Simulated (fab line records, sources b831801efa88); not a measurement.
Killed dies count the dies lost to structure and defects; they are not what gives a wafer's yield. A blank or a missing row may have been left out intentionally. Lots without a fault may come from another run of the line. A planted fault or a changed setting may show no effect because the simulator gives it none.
fab line records -- flow sky130
record: lots: 12, wafers: 36, lastDay: 50
route steps=708 shown POLY_GATE@229 CONTACT@416 METAL2@501 PAD_OPEN@708
lots with no fault: from the same line, run without faults
startH: the number of hours between the record's first day and the start of the first shown wafer of the lot -- waitH: hours elapsed since this lot's preceding step -- " identical to the entry in the row above -- L1.1+2: several wafers, shown together as one row -- - no value present, or no start provided -- * or withheld: withheld -- < > ~ a bound
route shown NAME@n: NAME is a module with steps in the file, n the number in the route of the first one -- usual: mean/standard deviation taken from wafers without a fault -- same: alike in all rows -- chamber/n: place in a boat -- sites: each site's reading -- _std_site: how widely they spread, as a standard deviation -- _edge_site: outer sites' mean less inner sites' -- radiusMm: for every site, how far away it sits from the centre of the wafer -- mask NAME#n: copy n -- behind: the tool/chamber that last shaped the wafer -- hold: why the lot went on hold/how many hours it stayed there/how the hold came to an end -- device: which transistor (n, p or np) failed to switch -- end of line: the same wafers' tests at the end of the route -- a step without rows: its recipe alone -- killed: dies that structure and defects cost at the first sort, which is not the same as the wafer's yield -- map: dies across one wafer; x = killed, . = not, _ = none there
set.NAME: the setting the step ran with; set.NAME@STEP: the setting that earlier step ran with -- model.NAME: the simulator's own value behind a step, which no gauge read
the route's steps for a sample of lots (tables are steps, rows are wafers)
services: a tool's chamber out of use, with start hour (startH, from the record's first day; less than 0 if before it), hours out, and reason
== steps ==
step: SKY_POLY_GATE_ETCH_15
recipe: chemistry: N2/H2, target: BARC, ionEnergyEv: 200, sourceW: 500, biasW: 100, pressureMtorr: 30, n2FlowSccm: 100, h2FlowSccm: 200, stopOn: SiO2, timeS: 118.5, targetDepthA: 1100
usual: drypumpMotorCurrentA: 5.9/0.42, oesProductAu: 0.716/0.0048, throttleValvePct: 13.214/0.0095
lot.wafer,tool,chamber,startH,waitH,drypumpMotorCurrentA,oesProductAu,rfHoursCounterH,throttleValvePct
L603.1,rieDiel-03,0,363.72,0.0,5.3,0.713,4,13.199
L603.5,rieDiel-03,3,363.72,0.0,6.2,0.713,-,13.202
L603.6,rieDiel-03,0,363.72,0.0,5.3,0.716,-,13.221
L604.3,rieDiel-04,0,372.47,0.0,5.7,0.717,5,13.209
L604.4,rieDiel-04,3,372.47,0.0,5.8,0.712,1,13.208
L604.5,rieDiel-04,0,372.47,0.0,5.6,0.707,-,13.215
L605.2,rieDiel-03,1,383.57,0.0,6.0,0.709,103,13.220
L605.3,rieDiel-03,0,383.57,0.0,5.3,0.712,5,13.229
L605.4,rieDiel-03,2,383.57,0.0,5.9,0.715,-,13.220
L609.2,rieDiel-03,1,427.07,0.0,6.0,0.714,104,13.222
L609.3,rieDiel-03,2,427.07,0.0,5.9,0.720,17,13.233
L609.6,rieDiel-03,2,427.07,0.0,5.9,0.717,-,13.222
L611.3,rieDiel-03,0,438.57,0.0,5.3,0.715,6,13.210
L611.4,rieDiel-03,3,438.57,0.0,6.1,0.720,-,13.221
L611.5,rieDiel-03,0,438.57,0.0,5.3,0.711,-,13.218
L617.3,rieDiel-02,1,504.16,0.0,5.2,0.718,90,13.211
L617.4,rieDiel-02,2,504.16,0.0,6.5,0.717,17,13.213
L617.5,rieDiel-02,3,504.16,0.0,5.8,0.714,-,13.221
L616.1,rieDiel-03,1,504.92,0.0,6.0,0.709,1,13.219
L616.3,rieDiel-03,3,504.92,0.0,6.1,0.721,2,13.212
L616.5,rieDiel-03,0,504.92,0.0,5.3,0.725,-,13.203
L618.1,rieDiel-02,0,515.87,0.0,6.0,0.715,62,13.214
L618.3,rieDiel-02,3,515.87,0.0,5.8,0.718,34,13.225
L618.5,rieDiel-02,0,515.87,0.0,6.0,0.716,-,13.224
L621.2,rieDiel-04,0,531.11,0.0,5.7,0.717,8,13.218
L621.3,rieDiel-04,2,531.11,0.0,6.7,0.718,31,13.217
L621.4,rieDiel-04,2,531.11,0.0,6.7,0.723,-,13.207
L622.2,rieDiel-02,1,532.62,0.0,5.2,0.716,0,13.205
L622.3,rieDiel-02,0,532.62,0.0,6.0,0.718,63,13.203
L622.4,rieDiel-02,2,532.62,0.0,6.5,0.720,18,13.211
L624.2,rieDiel-02,2,550.27,0.0,6.5,0.704,19,13.219
L624.4,rieDiel-02,3,550.27,0.0,5.7,0.719,34,13.220
L624.6,rieDiel-02,1,550.27,0.0,5.2,0.719,-,13.224
L626.1,rieDiel-02,2,571.91,0.0,6.5,0.721,19,13.222
L626.2,rieDiel-02,0,571.91,0.0,6.0,0.721,63,13.232
L626.4,rieDiel-02,3,571.91,0.0,5.8,0.723,35,13.218
step: SKY_CONTACT_SOFTBAKE_10
recipe: tempC: 100, timeS: 90, resist: KrF-thick
usual: heaterPowerTotalW: 57.37/0.12, plateTempC: 99.98/0.14
lot.wafer,tool,chamber,startH,waitH,heaterPowerTotalW,plateTempC
L603.1,lithoTrack-04,0,714,-,57.55,100.01
L603.5,lithoTrack-04,0,714,-,57.27,100.03
L603.6,lithoTrack-04,0,714,-,57.18,99.82
L604.3,lithoTrack-04,0,719,-,57.45,99.88
L604.4,lithoTrack-04,0,719,-,57.38,99.88
L604.5,lithoTrack-04,0,719,-,57.45,99.76
L605.2,lithoTrack-01,0,734,-,57.32,99.84
L605.3,lithoTrack-01,0,734,-,57.38,100.06
L605.4,lithoTrack-01,0,734,-,57.50,99.71
L609.2,lithoTrack-04,0,774,-,60.11,103.19
L609.3,lithoTrack-04,0,774,-,59.89,103.38
L609.6,lithoTrack-04,0,774,-,59.84,103.12
L611.3,lithoTrack-04,0,784,-,59.69,103.31
L611.4,lithoTrack-04,0,784,-,59.99,103.19
L611.5,lithoTrack-04,0,784,-,59.98,103.42
L617.3,lithoTrack-03,0,839,-,57.47,99.85
L617.4,lithoTrack-03,0,839,-,57.24,99.79
L617.5,lithoTrack-03,0,839,-,57.35,99.79
L616.1,lithoTrack-03,0,839,-,57.48,99.96
L616.3,lithoTrack-03,0,840,-,57.56,99.96
L616.5,lithoTrack-03,0,840,-,57.47,99.93
L618.1,lithoTrack-03,0,847,-,57.31,99.95
L618.3,lithoTrack-03,0,847,-,57.28,99.97
L618.5,lithoTrack-03,0,847,-,57.47,100.13
L621.2,lithoTrack-01,0,860,-,57.52,99.93
L621.3,lithoTrack-01,0,860,-,57.49,99.80
L621.4,lithoTrack-01,0,860,-,57.42,99.97
L622.2,lithoTrack-04,0,862,-,57.23,100.16
L622.3,lithoTrack-04,0,862,-,57.39,99.99
L622.4,lithoTrack-04,0,862,-,57.51,100.31
L624.2,lithoTrack-04,0,878,-,57.60,100.27
L624.4,lithoTrack-04,0,878,-,57.47,100.16
L624.6,lithoTrack-04,0,878,-,57.22,100.01
L626.1,lithoTrack-04,0,899,-,57.42,100.00
L626.2,lithoTrack-04,0,899,-,57.23,99.92
L626.4,lithoTrack-04,0,899,-,57.53,100.15
step: SKY_CONTACT_CMP_27
recipe: stopOn: SiO2, tOverpolishS: 15, downForcePsi: 3.5, platenRpm: 60, targetThkNm: 0, padVelocityMS: 0.94248
usual: edgeZonePressureFrac: 1.001/0.005, motorCurrentA: 11.6/1.3, overpolishRunS: 15.000/0.009, platenRpm: 60.00/0.044, slurryFilterDpKPa: 13.51/0.13, timeToEndpointS: 83/3.1
lot.wafer,tool,chamber,startH,waitH,edgeZonePressureFrac,motorCurrentA,overpolishRunS,platenRpm,slurryFilterDpKPa,timeToEndpointS
L603.1,cmp-01,2,729.61,0.1,1.009,12.3,15.006,60.01,13.37,84
L603.5,cmp-01,0,729.61,0.1,0.998,10.8,14.986,60.06,13.55,81
L603.6,cmp-01,1,729.61,0.1,0.998,9.6,14.998,59.95,13.59,84
L604.4,cmp-02,2,734.79,0.1,1.007,10.3,15.001,60.00,13.57,93
L604.3,cmp-02,0,734.79,0.1,1.000,12.8,14.996,60.03,13.38,89
L604.5,cmp-02,1,734.79,0.1,1.008,11.3,15.006,60.02,13.40,82
L605.4,cmp-02,1,748.69,0.0,1.009,10.5,15.002,59.96,13.42,80
L605.2,cmp-02,2,748.69,0.0,1.005,10.3,14.997,59.97,13.70,89
L605.3,cmp-02,3,748.69,0.0,1.013,10.3,14.996,60.03,13.71,83
L609.2,cmp-02,3,788.79,0.1,0.999,10.5,14.998,59.85,13.55,84
L609.3,cmp-02,1,788.79,0.1,0.995,10.9,14.984,60.02,13.59,80
L609.6,cmp-02,2,788.79,0.1,1.007,11.2,14.972,60.01,13.51,85
L611.3,cmp-02,0,798.95,0.1,1.004,12.9,15.016,60.03,13.61,86
L611.4,cmp-02,1,798.95,0.1,1.001,10.8,15.000,60.11,13.51,81
L611.5,cmp-02,3,798.95,0.1,0.999,10.3,14.992,59.93,13.61,84
L617.4,cmp-01,3,853.49,0.0,0.998,13.2,15.001,60.04,13.54,84
L617.3,cmp-01,1,853.49,0.0,1.004,10.6,15.012,59.96,13.35,88
L617.5,cmp-01,3,853.49,0.0,0.993,14.0,15.000,60.09,13.40,83
L616.1,cmp-02,2,853.75,0.1,0.996,10.3,14.993,60.02,13.44,81
L616.3,cmp-02,0,853.75,0.1,1.003,13.3,14.998,59.96,13.70,79
L616.5,cmp-02,2,853.75,0.1,0.998,11.1,15.002,59.98,13.52,84
L618.3,cmp-01,2,861.44,0.0,1.000,11.1,15.009,60.08,13.68,85
L618.1,cmp-01,1,861.44,0.0,1.002,10.6,15.007,60.03,13.38,89
L618.5,cmp-01,2,861.44,0.0,1.004,12.1,14.995,60.09,13.34,87
L621.4,cmp-01,0,875.24,0.0,1.007,10.8,15.007,60.05,13.43,84
L621.3,cmp-01,1,875.24,0.0,1.000,10.2,14.996,60.06,13.61,82
L621.2,cmp-01,3,875.24,0.0,1.005,13.4,15.006,60.06,13.50,81
L622.3,cmp-02,1,876.79,0.0,1.007,10.9,14.989,59.92,13.65,80
L622.2,cmp-02,2,876.79,0.0,1.005,10.5,15.000,60.08,13.66,87
L622.4,cmp-02,0,876.79,0.0,1.009,12.9,15.002,59.94,13.49,88
L624.2,cmp-01,2,892.55,0.1,1.003,12.6,14.998,59.98,13.71,82
L624.4,cmp-01,3,892.55,0.1,0.999,13.5,15.002,60.07,13.48,79
L624.6,cmp-01,2,892.55,0.1,0.998,11.8,15.011,60.03,13.36,80
L626.2,cmp-01,3,912.80,0.1,1.008,14.1,15.003,60.01,13.40,82
L626.4,cmp-01,0,912.80,0.1,1.000,10.3,15.010,60.02,13.41,81
L626.1,cmp-01,1,912.80,0.1,1.002,10.0,15.010,60.07,13.69,85
step: SKY_METAL2_ETCH_18
recipe: chemistry: N2/H2, target: BARC, ionEnergyEv: 200, biasW: 100, pressureMtorr: 30, n2FlowSccm: 100, h2FlowSccm: 200, icpW: 500, stopOn: SiO2, timeS: 45.9, targetDepthA: 600
usual: drypumpMotorCurrentA: 5.9/0.52, oesProductAu: 0.855/0.0049, throttleValvePct: 13.225/0.0092
lot.wafer,tool,chamber,startH,waitH,drypumpMotorCurrentA,oesProductAu,rfHoursCounterH,throttleValvePct
L603.1,rieMetal-01,0,813.85,0.0,5.7,0.858,1,13.219
L603.5,rieMetal-01,1,813.85,0.0,6.4,0.860,-,13.218
L603.6,rieMetal-01,0,813.85,0.0,5.7,0.849,-,13.233
L604.3,rieMetal-03,1,818.18,0.0,6.7,0.848,-,13.225
L604.4,rieMetal-03,0,818.18,0.0,5.9,0.852,-,13.232
L604.5,rieMetal-03,0,818.18,0.0,5.9,0.854,-,13.231
L605.2,rieMetal-04,0,831.70,0.0,5.1,0.859,9,13.228
L605.3,rieMetal-04,1,831.70,0.0,6.1,0.855,-,13.236
L605.4,rieMetal-04,0,831.70,0.0,5.1,0.859,-,13.233
L609.2,rieMetal-01,1,871.75,0.0,6.4,0.850,15,13.215
L609.3,rieMetal-01,0,871.75,0.0,5.7,0.860,-,13.227
L609.6,rieMetal-01,0,871.75,0.0,5.7,0.852,-,13.233
L611.3,rieMetal-03,1,881.38,0.0,6.7,0.852,-,13.231
L611.4,rieMetal-03,0,881.38,0.0,5.9,0.863,-,13.213
L611.5,rieMetal-03,1,881.38,0.0,6.8,0.853,-,13.226
L617.3,rieMetal-01,1,932.87,0.0,6.4,0.858,-,13.222
L617.4,rieMetal-01,0,932.87,0.0,5.7,0.857,-,13.229
L617.5,rieMetal-01,0,932.87,0.0,5.7,0.855,-,13.234
L616.1,rieMetal-04,1,933.06,0.0,6.1,0.858,1,13.234
L616.3,rieMetal-04,1,933.06,0.0,6.2,0.850,-,13.235
L616.5,rieMetal-04,1,933.06,0.0,6.1,0.860,-,13.228
L618.1,rieMetal-01,1,941.55,0.0,6.3,0.854,18,13.222
L618.3,rieMetal-01,1,941.55,0.0,6.4,0.854,-,13.241
L618.5,rieMetal-01,1,941.55,0.0,6.3,0.855,-,13.219
L621.2,rieMetal-01,0,955.05,0.0,5.7,0.848,7,13.229
L621.3,rieMetal-01,0,955.05,0.0,5.7,0.853,-,13.239
L621.4,rieMetal-01,1,955.05,0.0,6.4,0.851,-,13.234
L622.2,rieMetal-03,1,957.35,0.0,6.8,0.859,19,13.221
L622.3,rieMetal-03,1,957.35,0.0,6.7,0.850,-,13.223
L622.4,rieMetal-03,0,957.35,0.0,5.9,0.854,-,13.234
L624.2,rieMetal-04,1,970.11,0.0,6.2,0.856,3,13.227
L624.4,rieMetal-04,0,970.11,0.0,5.1,0.847,-,13.217
L624.6,rieMetal-04,0,970.11,0.0,5.1,0.858,-,13.221
L626.1,rieMetal-04,1,990.65,0.0,6.1,0.857,4,13.228
L626.2,rieMetal-04,0,990.65,0.0,5.1,0.858,17,13.221
L626.4,rieMetal-04,1,990.65,0.0,6.1,0.856,-,13.219
step: SKY_PAD_OPEN_PROBE_99
usual: killed_at_M0_to_M3: 43/6.7, killed_at_M4_up: 3.2/1.9, killedAtContacts: 24/5.9, killedAtFrontEnd: 15/4.1, killedAtOther: 0.3/0.56, killedDies: 86/9.5, killedOpen: 47/7.4, killedShort: 39/5.5
same: grossDies: 492, killedAtBackSide: 0
lot.wafer,tool,chamber,startH,waitH,killed_at_M0_to_M3,killed_at_M4_up,killedAtContacts,killedAtFrontEnd,killedAtOther,killedDies,killedOpen,killedShort
L617.3,prober-01,-,1162.30,0.2,39,2,25,14,1,81,42,39
L617.4,prober-01,-,1162.35,0.2,42,1,34,15,0,92,50,42
L617.5,prober-01,-,1162.40,0.2,37,2,25,19,1,84,40,44
killed by level:class
L617.3 CONTACT:geometricParticle:open=9 METAL1:geometricParticle:short=7 VIA1:geometricParticle:open=7 LI_CONTACT:geometricParticle:open=6 VIA2:geometricParticle:open=6 VIA3:geometricParticle:open=5 LOCAL_INTERCONNECT:geometricParticle:short=4 CONTACT:geometricParticle:short=4
L617.4 LI_CONTACT:geometricParticle:open=12 VIA1:geometricParticle:open=11 CONTACT:geometricParticle:open=9 METAL1:geometricParticle:short=7 VIA2:geometricParticle:open=6 CONTACT:geometricParticle:short=5 LI_CONTACT:geometricParticle:short=4 LOCAL_INTERCONNECT:geometricParticle:short=4
L617.5 VIA1:geometricParticle:open=10 VIA3:geometricParticle:open=8 CONTACT:geometricParticle:open=7 FIELD_ISO:geometricParticle:short=6 POLY_GATE:geometricParticle:open=6 LOCAL_INTERCONNECT:geometricParticle:short=6 METAL1:geometricParticle:short=5 METAL2:geometricParticle:short=5
== services ==
tool,chamber,startH,hours,kind
cmp-01,-,371.24,3.0,pm
cmp-02,-,375.07,1.2,repair
cmp-01,-,389.88,1.8,repair
cmp-02,-,396.50,0.4,repair
cmp-01,-,404.12,4.0,pm
cmp-01,-,445.35,0.6,repair
cmp-02,-,464.99,0.5,repair
cmp-01,-,487.02,1.3,repair
cmp-02,-,488.55,4.8,pm
cmp-01,-,492.89,2.2,repair
cmp-02,-,495.02,2.9,repair
cmp-01,-,533.73,4.3,pm
cmp-02,-,547.64,4.1,repair
cmp-02,-,572.00,4.0,pm
cmp-02,-,621.43,1.0,repair
cmp-01,-,664.24,0.3,repair
cmp-01,-,679.46,0.3,repair
cmp-01,-,681.07,4.7,repair
cmp-01,-,739.81,4.4,repair
cmp-01,-,744.21,5.0,pm
cmp-01,-,749.21,4.0,pm
cmp-01,-,759.58,3.8,repair
cmp-01,-,823.34,2.7,repair
cmp-01,-,836.44,1.8,repair
== key ==
firstSign: step: SKY_CONTACT_SOFTBAKE_10, reading: plateTempC, direction: up, sigmas: 24, usual: *, struck: *
effect: step: SKY_CONTACT_SOFTBAKE_10, reading: heaterPowerTotalW, direction: up, sigmas: 22, usual: *, struck: *
metAt SKY_CONTACT_SOFTBAKE_10
struckLots L609,L611
testerLeftOut L609,L611
notActingAt SKY_POLY_GATE_ETCH_15,SKY_CONTACT_CMP_27,SKY_METAL2_ETCH_18
onsetBetween 719 774
fault: kind: processParameterDrift, tool: lithoTrack-04, chamber: -, onsetH: 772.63, steps: SKY_CONTACT_SOFTBAKE_10, channel: tempC, offset: *, shape: step, endH: 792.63, actsIn: *, stated: *
testerLeftOut: of these lots the tester's yield and bins aren't shown, on N5 and GAA mostly nor the transistor test; their killed dies are dies lost to structure and defects alone, not to doping, threshold or leakage, so they don't give the yield
